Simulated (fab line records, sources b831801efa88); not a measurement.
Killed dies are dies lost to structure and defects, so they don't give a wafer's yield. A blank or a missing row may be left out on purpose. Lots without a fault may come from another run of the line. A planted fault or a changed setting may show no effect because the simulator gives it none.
Problem report in the 8D (eight disciplines) form, filled by code | flow sky130 | the parts of the form that need people (team, actions taken, sign-off) are left out

1. THE PROBLEM
VIA1_W_RS at SKY_VIA1_RS_MEAS_22 reads a mean of 0.685 ohm/sq on 5 wafers of 2 lots; wafers without a fault read 0.424 ohm/sq with a standard deviation of 0.0072. That is +36 standard deviations from the usual mean.
The step: measures by four-point-probe.
First seen on wafer L424.4, day 37 05:48, on film_metro-02. The record holds 32 wafers of 11 lots with a number at this step. Rule for "out", or "out of limits": more than 4 standard deviations from the usual mean. The other wafers with a number count as sound.

2. WHAT IT IS AND WHAT IT IS NOT
question                    | is                           | is not
which readings at this step | VIA1_W_RS                    | -
which lots                  | L424, L425                   | L414, L415, L416, L417, L426, L430, L432, L436, L437
which wafers of those lots  | all that have a number       | -
read on which gauges        | film_metro-02, film_metro-04 | -
when                        | from day 37 05:48            | up to then (12 sound wafers); but 15 sound wafers of L426, L430, L432, L436, L437 came after

3. SUSPECTS, AND WHAT RULES EACH OUT
Counting: a tool at a process step up to the reading stays a suspect if it ran every lot that is out and no sound lot after the first of them.
- the gauge at SKY_VIA1_RS_MEAS_22: ruled out. The wafers that are out were read on 2 gauges (film_metro-02, film_metro-04).
- cvd_w-01 at SKY_VIA1_CVD_21 (deposits W, target thk 270 nm, time 80.902 s): kept. It ran every lot that is out, first L424 (day 37 05:41), and no sound lot after that; its last sound lot up to then is L417 (day 35 00:53).
Left after counting: cvd_w-01 at SKY_VIA1_CVD_21.

4. THE CAUSE (what the simulator had put in)
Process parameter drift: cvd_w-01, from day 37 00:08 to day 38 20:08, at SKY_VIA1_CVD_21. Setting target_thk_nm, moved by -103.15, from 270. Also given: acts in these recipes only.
Counting left only this tool.

5. THE CHAIN OF EFFECTS, in route order
Each row: a reading whose mean over the struck wafers that have a number lies more than 3 standard deviations from the usual. Only readings for which the record gives a usual standard deviation are gone through. hours: the time from each lot's start at the first step in this table that gives one to its start at this step, as a median over the lots. sigmas: the change in usual standard deviations.
hours | step                 | reading            | usual        | on struck wafers | change | sigmas
0     | SKY_VIA1_RS_MEAS_22  | VIA1_W_RS          | 0.424 ohm/sq | 0.685            | +0.261 | +36
0     | SKY_VIA1_THK_MEAS_23 | VIA1_W_THK         | 273 nm       | 171              | -102   | -23
0     | SKY_VIA1_CMP_24      | time_to_endpoint_s | 66 s         | 45               | -21    | -4.4
The process steps in it:
- SKY_VIA1_CMP_24: polishes, stops on SiO2, t overpolish 15 s, target thk 0 nm.
Later measuring or inspecting steps at which every struck wafer that the step has a row for has a number for every such reading, and none has moved that far: SKY_METAL2_CD_MEAS_15.

6. WHAT WOULD HAVE CAUGHT IT SOONER
In this record the first reading out of limits at a measuring or inspecting step was taken at day 37 05:48, 6 hours after the fault began at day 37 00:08.
Of the tool readings at SKY_VIA1_CVD_21 for which the record gives a usual standard deviation, none was out on any struck wafer, so an alarm limit of 4 standard deviations on them would not have fired.
Of the lots that are out (2), L425 began SKY_VIA1_CVD_21 on cvd_w-01 after day 37 05:48. A hold on the tool at that time would have spared it.
